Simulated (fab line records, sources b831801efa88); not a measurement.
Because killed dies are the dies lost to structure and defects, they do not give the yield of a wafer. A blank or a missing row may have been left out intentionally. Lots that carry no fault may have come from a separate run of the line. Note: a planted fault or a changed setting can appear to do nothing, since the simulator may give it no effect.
The same fault as seen by 2 desks / flow sky130 / each desk has only its own numbers; what lay behind them comes last

== FROM THE METROLOGY DESK ==
Means of the sampled wafers that have a number, per lot and without regard to the tool the lot ran on: this is what the gauges read. The brackets show how far a lot's mean lies from the usual mean; more than 4 standard deviations puts the lot out of limits, marked OUT.
Columns: A = CONTACT_BOW at SKY_CONTACT_BOW_MEAS_05, usual 82 um; B = cd_nm at SKY_CONTACT_CD_MEAS_14, usual 169.5 nm; C = CONTACT_OVL at SKY_CONTACT_OVL_MEAS_15, usual 1 nm
lot=L424; first seen here=day 33 05:23; A=86; B=169.3; C=2
lot=L426; first seen here=day 33 18:41; A=72; B=166.9; C=-5
lot=L428; first seen here=day 34 05:52; A=87; B=171.7; C=6
lot=L430; first seen here=day 36 01:56; A=80; B=169.9; C=4
lot=L435; first seen here=day 36 11:07; A=88; B=170.2; C=-1
lot=L438; first seen here=day 37 13:28; A=78; B=171.3; C=1
lot=L439; first seen here=day 37 22:55; A=86; B=168.3; C=-5
Result from this desk: across the 7 lots, nothing is out of limits.

== THE TOOL OWNER'S DESK: rie_diel-03 ==
The tool's own readings at SKY_CONTACT_ETCH_16 (etches BARC in N2/H2, stops on SiO2, time 45.9 s, target depth 60 nm): means of the sampled wafers that have a number, for each lot that ran on this tool. The brackets show how far a lot's mean lies from the usual mean; more than 4 standard deviations puts the lot out of limits, marked OUT.
Columns: A = drypump_motor_current_A at SKY_CONTACT_ETCH_16, usual 5.8 A; B = oes_product_au at SKY_CONTACT_ETCH_16, usual 0.855 a.u.; C = rf_fwd_power_W at SKY_CONTACT_ETCH_16, usual 493.9 W; D = throttle_valve_pct at SKY_CONTACT_ETCH_16, usual 13.225 %
lot=L424; first seen here=day 34 08:46; A=5.8; B=0.853; C=519.6 (+13) OUT; D=13.225
lot=L426; first seen here=day 34 20:52; A=5.8; B=0.856; C=520.7 (+13) OUT; D=13.229
lot=L428; first seen here=day 35 08:38; A=6.1; B=0.854; C=520.8 (+13) OUT; D=13.226
lot=L438; first seen here=day 38 15:40; A=5.8; B=0.851; C=493.9; D=13.225
lot=L439; first seen here=day 39 00:33; A=5.8; B=0.858; C=493.2; D=13.229
This desk's finding: out of limits on L424, L426, L428; first on L424, day 34 08:46 (rf_fwd_power_W at SKY_CONTACT_ETCH_16). Within limits: L438, L439.

== PUT TOGETHER ==
The tool owner's desk could have raised an alarm at day 34 08:46, on L424, L426, L428.
At the metrology desk, nothing out of limits was observed.
The metrology desk has L424, L426, L428 on record, within its limits.
Every lot named ran SKY_CONTACT_ETCH_16 on rie_diel-03.

== WHAT THE SIMULATOR HAD PUT IN ==
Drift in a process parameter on rie_diel-03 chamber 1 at SKY_CONTACT_ETCH_16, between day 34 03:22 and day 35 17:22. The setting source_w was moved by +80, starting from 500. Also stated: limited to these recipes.
Shown lots that were struck: L424, L426, L428.
How many hours passed from the start of the fault until each desk's first out-of-limits reading: the tool owner's desk, 5.
